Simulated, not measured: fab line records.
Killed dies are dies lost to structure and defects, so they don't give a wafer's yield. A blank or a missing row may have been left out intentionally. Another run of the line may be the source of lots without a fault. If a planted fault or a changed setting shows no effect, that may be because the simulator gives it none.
Matching of chambers :: flow gf180mcu :: 4 sister chambers for GF_CONTACT_CMP_27 on cmp-02
The step polishes, stops on SiO2, t overpolish 15 s, target thk 0 nm. 16 wafers are shown with their chamber, then 8 later ones without.

== WAFERS WITH THEIR CHAMBER ==
wafer: L074.1
chamber: 1
motor-current-A (A): 12.6
time-to-endpoint-s (s): 71
head-pressure-psi (psi): 3.488

wafer: L074.3
chamber: 0
motor-current-A (A): 13.5
time-to-endpoint-s (s): 71
head-pressure-psi (psi): 3.499

wafer: L074.5
chamber: 1
motor-current-A (A): 11.6
time-to-endpoint-s (s): 75
head-pressure-psi (psi): 3.498

wafer: L076.2
chamber: 0
motor-current-A (A): 13.5
time-to-endpoint-s (s): 78
head-pressure-psi (psi): 3.496

wafer: L076.5
chamber: 3
motor-current-A (A): 8.3
time-to-endpoint-s (s): 78
head-pressure-psi (psi): 3.492

wafer: L076.6
chamber: 2
motor-current-A (A): 10.4
time-to-endpoint-s (s): 80
head-pressure-psi (psi): 3.520

wafer: L078.4
chamber: 2
motor-current-A (A): 10.1
time-to-endpoint-s (s): 76
head-pressure-psi (psi): 3.486

wafer: L078.5
chamber: 2
motor-current-A (A): 9.8
time-to-endpoint-s (s): 78
head-pressure-psi (psi): 3.501

wafer: L078.6
chamber: 3
motor-current-A (A): 8.4
time-to-endpoint-s (s): 68
head-pressure-psi (psi): 3.513

wafer: L080.2
chamber: 1
motor-current-A (A): 12.7
time-to-endpoint-s (s): 71
head-pressure-psi (psi): 3.485

wafer: L080.3
chamber: 0
motor-current-A (A): 13.3
time-to-endpoint-s (s): 72
head-pressure-psi (psi): 3.504

wafer: L080.6
chamber: 3
motor-current-A (A): 8.9
time-to-endpoint-s (s): 69
head-pressure-psi (psi): 3.501

wafer: L085.1
chamber: 1
motor-current-A (A): 12.6
time-to-endpoint-s (s): 74
head-pressure-psi (psi): 3.492

wafer: L085.4
chamber: 3
motor-current-A (A): 8.4
time-to-endpoint-s (s): 71
head-pressure-psi (psi): 3.494

wafer: L085.5
chamber: 2
motor-current-A (A): 9.7
time-to-endpoint-s (s): 81
head-pressure-psi (psi): 3.498

wafer: L086.2
chamber: 2
motor-current-A (A): 10.1
time-to-endpoint-s (s): 78
head-pressure-psi (psi): 3.502

SIGNATURES, as means of the wafers listed above
reading: motor-current-A
chamber 0: 13.433
chamber 1: 12.375
chamber 2: 10.020
chamber 3: 8.500
scatter within a chamber: 0.337

reading: time-to-endpoint-s
chamber 0: 73.67
chamber 1: 72.75
chamber 2: 78.60
chamber 3: 71.50
scatter within a chamber: 3.13

reading: head-pressure-psi
chamber 0: 3.49967
chamber 1: 3.49075
chamber 2: 3.50140
chamber 3: 3.50000
scatter within a chamber: 0.00909
Rule: a wafer's distance from a chamber is the root of the sum, over the readings, of the square of ((its reading less the chamber's mean) divided by the reading's scatter). If the next closest chamber is less than 2 further off than the closest, the wafer can't be placed; otherwise it belongs to the closest. The scatter: the root of (the sum of the squares of (reading less its chamber's mean) over the shown wafers, divided by (wafers less chambers)).

== WAFERS WITH NO CHAMBER GIVEN ==
wafer: L086.4
motor-current-A (A): 13.2
time-to-endpoint-s (s): 73
head-pressure-psi (psi): 3.495

wafer: L086.5
motor-current-A (A): 10.4
time-to-endpoint-s (s): 79
head-pressure-psi (psi): 3.501

wafer: L090.1
motor-current-A (A): 10.0
time-to-endpoint-s (s): 72
head-pressure-psi (psi): 3.502

wafer: L090.3
motor-current-A (A): 12.0
time-to-endpoint-s (s): 70
head-pressure-psi (psi): 3.506

wafer: L090.5
motor-current-A (A): 13.6
time-to-endpoint-s (s): 69
head-pressure-psi (psi): 3.497

wafer: L094.2
motor-current-A (A): 10.4
time-to-endpoint-s (s): 72
head-pressure-psi (psi): 3.504

wafer: L094.4
motor-current-A (A): 11.9
time-to-endpoint-s (s): 68
head-pressure-psi (psi): 3.503

wafer: L094.5
motor-current-A (A): 12.2
time-to-endpoint-s (s): 68
head-pressure-psi (psi): 3.510

== THE CHAMBER EACH PASSED THROUGH ==
wafer: L086.4
from the rows above: can't be placed: 0 or 1
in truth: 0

wafer: L086.5
from the rows above: 2
in truth: 2

wafer: L090.1
from the rows above: 2
in truth: 2

wafer: L090.3
from the rows above: 1
in truth: 1

wafer: L090.5
from the rows above: 0
in truth: 0

wafer: L094.2
from the rows above: 2
in truth: 2

wafer: L094.4
from the rows above: 1
in truth: 1

wafer: L094.5
from the rows above: can't be placed: 1 or 0
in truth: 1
Placed correctly: 6 of 8. From these rows, 2 cannot be placed; in 2 the true chamber is one of the candidates. Number placed wrongly: 0.
